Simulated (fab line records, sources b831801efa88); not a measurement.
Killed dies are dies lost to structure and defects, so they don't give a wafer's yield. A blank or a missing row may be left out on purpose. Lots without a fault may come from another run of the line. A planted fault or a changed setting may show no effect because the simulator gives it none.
Chamber matching | flow gf180mcu | GF_CONTACT_ETCH_16 on rie_diel-03: 4 sister chambers
The step etches BARC in N2/H2. 18 wafers are shown with their chamber, then 9 later ones without.

WAFERS WITH THEIR CHAMBER
wafer  | chamber | oes_product_au (a.u.) | throttle_valve_pct (%) | chamber_pressure_mTorr (mTorr)
L075.1 | 1       | 0.856                 | 13.217                 | 29.991
L075.5 | 1       | 0.854                 | 13.219                 | 29.980
L075.6 | 0       | 0.850                 | 13.211                 | 30.001
L077.1 | 1       | 0.856                 | 13.232                 | 29.968
L077.5 | 0       | 0.854                 | 13.220                 | 29.993
L077.6 | 3       | 0.854                 | 13.221                 | 29.972
L078.2 | 1       | 0.859                 | 13.206                 | 30.014
L078.4 | 2       | 0.853                 | 13.229                 | 30.039
L078.5 | 1       | 0.858                 | 13.233                 | 30.019
L081.1 | 0       | 0.857                 | 13.223                 | 30.002
L081.2 | 1       | 0.850                 | 13.223                 | 30.002
L081.6 | 2       | 0.847                 | 13.207                 | 29.996
L082.2 | 0       | 0.853                 | 13.226                 | 30.047
L082.4 | 1       | 0.851                 | 13.219                 | 30.033
L082.5 | 1       | 0.852                 | 13.220                 | 29.982
L084.1 | 3       | 0.847                 | 13.209                 | 30.030
L084.3 | 2       | 0.850                 | 13.232                 | 29.979
L084.6 | 2       | 0.856                 | 13.228                 | 30.004

SIGNATURES (means of the wafers above)
reading                | chamber 0 | chamber 1 | chamber 2 | chamber 3 | scatter within a chamber
oes_product_au         | 0.85350   | 0.85450   | 0.85150   | 0.85050   | 0.00349
throttle_valve_pct     | 13.22000  | 13.22113  | 13.22400  | 13.21500  | 0.00891
chamber_pressure_mTorr | 30.01075  | 29.99863  | 30.00450  | 30.00100  | 0.0252
Rule: a wafer's distance from a chamber is the root of the sum, over the readings, of the square of ((its reading less the chamber's mean) divided by the reading's scatter). The wafer belongs to the nearest chamber; if the next one is less than 2 further off, it can't be placed. The scatter: the root of (the sum of the squares of (reading less its chamber's mean) over the shown wafers, divided by (wafers less chambers)).

WAFERS WITHOUT THEIR CHAMBER
wafer  | oes_product_au (a.u.) | throttle_valve_pct (%) | chamber_pressure_mTorr (mTorr)
L092.3 | 0.858                 | 13.245                 | 29.990
L092.4 | 0.852                 | 13.209                 | 29.936
L092.6 | 0.851                 | 13.225                 | 29.975
L096.3 | 0.853                 | 13.220                 | 30.027
L096.4 | 0.855                 | 13.234                 | 29.964
L096.6 | 0.863                 | 13.223                 | 29.936
L097.1 | 0.861                 | 13.223                 | 29.954
L097.2 | 0.855                 | 13.232                 | 30.047
L097.4 | 0.860                 | 13.232                 | 30.000

WHICH CHAMBER EACH WENT THROUGH
wafer  | from the rows above               | in truth
L092.3 | can't be placed: 1 or 2 or 0 or 3 | 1
L092.4 | can't be placed: 3 or 1 or 2 or 0 | 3
L092.6 | can't be placed: 2 or 1 or 3 or 0 | 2
L096.3 | can't be placed: 0 or 2 or 1 or 3 | 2
L096.4 | can't be placed: 1 or 2 or 0 or 3 | 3
L096.6 | can't be placed: 1 or 0 or 2 or 3 | 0
L097.1 | can't be placed: 1 or 0 or 2 or 3 | 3
L097.2 | can't be placed: 0 or 2 or 1 or 3 | 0
L097.4 | can't be placed: 1 or 0 or 2 or 3 | 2
Placed correctly: 0 of 9. Can't be placed from these rows: 9 (the true chamber is among the candidates in 9). Placed wrongly: 0.
